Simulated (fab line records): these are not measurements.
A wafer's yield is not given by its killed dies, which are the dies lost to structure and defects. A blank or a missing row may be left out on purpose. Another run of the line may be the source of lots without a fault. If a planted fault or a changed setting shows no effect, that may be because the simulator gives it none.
Code-filled problem report in 8D (eight disciplines) form || flow sfq_line || the parts of the form that need people (team, actions taken, sign-off) are left out

== 1. THE PROBLEM ==
head_pressure_psi at SFQ_TRILAYER_A5B_CMP_CMP_130 reads a mean of 3.127 psi on 1 wafer of 1 lot; wafers without a fault read 3.000 psi with a standard deviation of 0.007. Relative to the usual mean, that is a shift of +18 standard deviations.
The step: polishes, stops on Nb, target thk 340.7 nm.
Earliest sighting: wafer L370.4 on cmp-02 at day 71 08:09. The record has a number at this step for 39 wafers belonging to 13 lots. Rule for "out" (also "out of limits"): further than 4 standard deviations from the usual mean. The rest of the wafers with a number are treated as sound.

== 2. WHAT IT IS, AND WHAT IT ISN'T ==
{"question": "which readings at this step", "is": "head_pressure_psi", "is not": "motor_current_A"}
{"question": "which lots", "is": "L370", "is not": "L357, L358, L359, L360, L361, L362, L363, L365, L367, L368, L369, L379"}
{"question": "which wafers of those lots", "is": "L370.4", "is not": "L370.1, L370.3"}
{"question": "read on which tools", "is": "cmp-02", "is not": "cmp-01"}
{"question": "when", "is": "from day 71 08:09", "is not": "up to then (34 sound wafers); but 4 sound wafers of L370, L379 came after"}

== 3. THE SUSPECTS, EACH WITH WHAT RULES IT OUT ==
Counting: a tool at a process step up to the reading stays a suspect if it ran every lot that is out. Sound lots after the first of them don't rule it out here, since some wafers of a struck lot are sound.
- rie_metal-04 at SFQ_TRILAYER_JJ_CE_STRIP_STRIP_120 (strips in O2): kept. The lot that is out, L370, ran on it at day 67 04:20; the last sound lot it ran before that was L367, at day 66 11:13.
- cmp-02 at SFQ_TRILAYER_A5B_CMP_CMP_130 (polishes, stops on Nb, target thk 340.7 nm): kept. The lot that is out, L370, ran on it at day 71 08:09; the last sound lot it ran before that was L369, at day 70 08:39. Its own head_pressure_psi readings are out on those wafers.
- cmp-02, SFQ_TRILAYER_A5B_CMP_CMP_130: wafers that are out in chamber 1, sound lot-mates in chambers 0, 3.
Remaining after the count are rie_metal-04 at SFQ_TRILAYER_JJ_CE_STRIP_STRIP_120 and cmp-02 at SFQ_TRILAYER_A5B_CMP_CMP_130.

== 4. THE CAUSE (what the simulator had put in) ==
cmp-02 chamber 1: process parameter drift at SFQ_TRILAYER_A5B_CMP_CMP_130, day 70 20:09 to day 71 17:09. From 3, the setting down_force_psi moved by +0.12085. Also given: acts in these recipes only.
After counting, 2 suspects remain, this tool included.

== 5. THE CHAIN OF EFFECTS, in route order ==
Rows list readings where the struck wafers' mean (over those with a number) sits beyond 3 standard deviations from the usual. Readings are gone through only where the record gives a usual standard deviation; hours: the median, over the lots, of the time from a lot's start at the first step in this table giving one to that lot's start at this step; sigmas: the change measured in usual standard deviations.
{"hours": 0, "step": "SFQ_TRILAYER_A5B_CMP_CMP_130", "reading": "head_pressure_psi", "usual": "3.000 psi", "on struck wafers": 3.127, "change": "+0.127", "sigmas": "+18"}
Its process steps:
- SFQ_TRILAYER_A5B_CMP_CMP_130: polishes, stops on Nb, target thk 340.7 nm.

== 6. WHAT WOULD HAVE CAUGHT IT SOONER ==
The fault began at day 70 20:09; the first out-of-limits reading in this record came at day 71 08:09, 12 hours later.
